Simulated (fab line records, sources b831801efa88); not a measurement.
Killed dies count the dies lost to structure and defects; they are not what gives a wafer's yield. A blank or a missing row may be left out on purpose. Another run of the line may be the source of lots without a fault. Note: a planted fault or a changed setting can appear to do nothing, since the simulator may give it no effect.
Struck lot and sound lot, side by side	flow sky130	27 out of 708 route steps
Sound: wafers L555.1, L555.2, L555.3. Struck: wafer L568.5 (L568.1, L568.4, from the same lot, were not struck and are left out); the cause is given at the end.
For every step that has rows: the tool of each side, followed by ch and its chambers, followed by its first start. Under that, the readings that differ: sound wafers	struck wafers	difference of the means	sigmas: that difference in standard deviations of wafers without a fault.
alike: words and numbers the same on both sides, and readings whose means are apart by under 2 such deviations; not compared: readings that were withheld, readings missing a value for some wafer, numbers with overlapping values and no deviation given by the record, and bounds like >300 which may hide the same value.
A row with sigmas, a row that says differs or no value, or rows on one side alone: a step with any of these is where the two part. Numbers that have no deviation but don't overlap get no sigmas and don't part them. Lack of a reading on every wafer of one side parts them only where that side has two or more wafers.

first, 10 steps without rows for these wafers: SKY_VIA1_ETCH_15 (etches SiO2 in C4F8/O2/Ar, stops on TiN, target depth 351 nm, time 54 s); SKY_VIA1_STRIP_16 (strips in O2/N2); SKY_VIA1_STRIP_17 (strips in post etch residue remover, time 1200 s); SKY_VIA1_CLEAN_18 (cleans in IPA, time 180 s); SKY_VIA1_CLEAN_19 (cleans in O3/DIW); SKY_VIA1_SPUTTER_20 (material TiN, target thk 20 nm, time 80 s); SKY_VIA1_CVD_21 (deposits W, target thk 270 nm, time 80.902 s); SKY_VIA1_CMP_24 (polishes, stops on SiO2, t overpolish 15 s, target thk 0 nm); SKY_METAL2_SPUTTER_00 (material Ti, target thk 15 nm, time 10 s); SKY_METAL2_SPUTTER_01 (material TiN, target thk 20 nm, time 16.7 s).
SKY_METAL2_SPUTTER_02: material AlCu, target thk 250 nm, time 13.3 s.
  sound on pvdSputter-04, day 36 16:34; struck on pvdSputter-04, day 40 09:09
  alike: throttleValvePct
then, 2 steps without rows for these wafers: SKY_METAL2_SPUTTER_03 (material Ti, target thk 5 nm, time 3.3 s); SKY_METAL2_SPUTTER_04 (material TiN, target thk 70 nm, time 58.3 s).
SKY_METAL2_RS_MEAS_05: measurement is done with a four-point probe.
  sound on filmMetro-04, day 36 16:39; struck on filmMetro-03, day 40 09:36
reading	sound	struck	difference	sigmas
METAL2_ALCU_RS (ohm/sq)	0.1270 0.1266 0.1270	0.1873	+0.0604	+46
  not compared: hold
SKY_METAL2_THK_MEAS_06: measures by xrf.
  sound on filmMetro-04, day 36 16:46; struck on filmMetro-03, day 40 14:50
reading	sound	struck	difference	sigmas
METAL2_ALCU_THK (nm)	253.5 253.5 253.2	194.5	-58.9	-21
  not compared: hold
then, 9 steps without rows for these wafers: SKY_METAL2_HMDS_08 (prime time 60 s); SKY_METAL2_COAT_09 (resist thk 60 nm); SKY_METAL2_COAT_10 (resist thk 450 nm); SKY_METAL2_SOFTBAKE_11 (time 90 s); SKY_METAL2_EXPOSE_12 (exposes mask MM2, target cd 140 nm); SKY_METAL2_PEB_13; SKY_METAL2_DEVELOP_14 (develop time 60 s); SKY_METAL2_DESCUM_17 (chemistry O2, time 8 s); SKY_METAL2_ETCH_18 (etches BARC in N2/H2, stops on SiO2, time 45.9 s, target depth 60 nm).
SKY_METAL2_METAL_ETCH_19: etches the open film in Cl2/BCl3, stops on SiO2, target depth 360 nm, time 78 s.
  sound on rieMetal-04 ch 0,1, day 37 19:46; struck on rieMetal-03 ch 1, day 41 10:44
reading	sound	struck	difference	sigmas
oesProductAu (a.u.)	0.854 0.852 0.854	0.786	-0.067	-12
  alike: drypumpMotorCurrentA, throttleValvePct
  not compared: rfHoursCounterH
then, 1 step without rows for these wafers: SKY_METAL2_STRIP_20 (strips in O2/N2).
-- the record jumps here: 9 days lie between the struck wafers' starts before and after (it left off in module METAL2 and takes up again in module PAD_OPEN, whose first step shown is number 708 of the route) --
SKY_PAD_OPEN_PROBE_99:
  sound on prober-01, day 48 06:13; struck on prober-02, day 50 22:19
reading	sound	struck	difference	sigmas
model.etest.met2.rsOhmSqRimLessCentre	0.0004725 -0.001157 -0.001964	0.04487	+0.04575	
  alike: defectLimitedYield, killed_at_M0_to_M3, killed_at_M4_up, killedAtContacts, killedAtFrontEnd, killedAtOther, killedDies, killedOpen, killedShort, sort_bin_3_pad_short, sort_bin_5_function, sort_bin_6_memory, sortNPass, sortYieldPct

WHERE THEY PART
Last at SKY_METAL2_METAL_ETCH_19 as far as this record goes, first at SKY_METAL2_RS_MEAS_05. Later steps at which nothing parts them and some readings are alike: SKY_PAD_OPEN_PROBE_99.

WHY: whatever the simulator had introduced
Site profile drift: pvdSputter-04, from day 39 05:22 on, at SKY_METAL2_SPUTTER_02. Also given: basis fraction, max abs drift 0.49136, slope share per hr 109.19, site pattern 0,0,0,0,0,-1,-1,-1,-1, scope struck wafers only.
